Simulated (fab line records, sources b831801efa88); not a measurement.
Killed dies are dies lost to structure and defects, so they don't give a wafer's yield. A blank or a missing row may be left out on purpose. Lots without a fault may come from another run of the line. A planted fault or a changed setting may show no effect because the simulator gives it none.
A struck lot beside a sound one | flow sky130 | 15 steps out of a route of 708
Sound: wafers L314.4, L314.5, L314.6. Struck: wafers L315.1, L315.6. (L315.2 of the same lot was not struck and is left out.) The cause comes at the end.
At each step with rows: each side's tool, then ch and its chambers, then its first start. Under that, the readings that differ: sound wafers | struck wafers | difference of the means | sigmas: that difference in standard deviations of wafers without a fault.
alike: readings whose means differ by less than 2 such deviations, and words and numbers that are the same on both sides. not compared: withheld readings, readings that some wafer has no value for, bounds like >300 that may hide the same value, and numbers for which the record gives no deviation and whose values overlap.
The two part at a step that has a row with sigmas, a row that says differs or no value, or rows on one side only. Numbers that don't overlap but have no deviation are shown without sigmas and don't part them. A reading that every wafer of one side lacks parts them only if that side has two wafers or more.

first, 7 steps without rows for these wafers: SKY_METAL3_HMDS_06 (prime time 60 s); SKY_METAL3_COAT_07 (resist thk 60 nm); SKY_METAL3_COAT_08 (resist thk 1140 nm); SKY_METAL3_SOFTBAKE_09 (time 90 s); SKY_METAL3_EXPOSE_10 (exposes mask MM3, target cd 300 nm); SKY_METAL3_PEB_11; SKY_METAL3_DEVELOP_12 (develop time 60 s).
SKY_METAL3_CD_MEAS_13: target cd 300 nm.
  sound on cd_sem-02, day 40 04:20; struck on cd_sem-01, day 40 18:22
  alike: cd_nm
SKY_METAL3_OVL_MEAS_14:
  sound on overlay-02, day 40 04:25; struck on overlay-01, day 40 18:29
  alike: METAL3_OVL
SKY_METAL3_DESCUM_15: chemistry O2, time 8 s.
  sound on rie_metal-01 ch 0,1, day 40 04:26; struck on rie_metal-01 ch 0,1, day 40 18:32
  alike: drypump_motor_current_A, oes_product_au
  not compared: rf_hours_counter_h
SKY_METAL3_ETCH_16: etches BARC in N2/H2, stops on SiO2, time 88.2 s, target depth 60 nm.
  sound on rie_metal-01 ch 0,1, day 40 04:29; struck on rie_metal-01 ch 0,1, day 40 18:34
  alike: chamber_pressure_mTorr, drypump_motor_current_A, oes_product_au, throttle_valve_pct
  not compared: rf_hours_counter_h
SKY_METAL3_ETCH_17: etches SiO2 in C4F8/O2/Ar, stops on TiN, time 3.9 s, target depth 15 nm.
  sound on rie_diel-02 ch 0,1,3, day 40 04:34; struck on rie_diel-02 ch 0, day 40 18:40
  alike: chamber_pressure_mTorr, oes_product_au
SKY_METAL3_METAL_ETCH_18: etches the open film in Cl2/BCl3, stops on SiO2, target depth 845 nm, time 183.1 s.
  sound on rie_metal-03 ch 0,1, day 40 04:38; struck on rie_metal-03 ch 0, day 40 18:40
  reading                                       | sound                | struck      | difference | sigmas
  chamber_pressure_mTorr (mTorr)                | 10.003 10.004 10.000 | 7.996 8.004 | -2.002     | -99 or more
  model.KrF-thick_of_METAL3_COAT_08.thk_nm (nm) | 528.5 505.5 523.3    | 531.4 538.4 | +15.8      |
  alike: drypump_motor_current_A, oes_product_au, throttle_valve_pct
  not compared: rf_hours_counter_h
SKY_METAL3_STRIP_19: strips in O2/N2.
  sound on plasma_asher-01 ch 0,1, day 40 04:47; struck on plasma_asher-04 ch 0,1, day 40 18:51
  alike: drypump_motor_current_A, oes_product_au, strip_time_to_endpoint_s
  not compared: rf_hours_counter_h
then, 1 step without rows for these wafers: SKY_PAD_OPEN_PROBE_99.

WHERE THEY PART
Only at SKY_METAL3_METAL_ETCH_18, within this record. Later steps at which nothing parts them and some readings are alike: SKY_METAL3_STRIP_19.

WHY: what the simulator had put in
Process parameter drift: rie_metal-03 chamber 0, from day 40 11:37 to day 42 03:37, at SKY_METAL3_METAL_ETCH_18. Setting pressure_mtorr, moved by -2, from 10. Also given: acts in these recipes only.
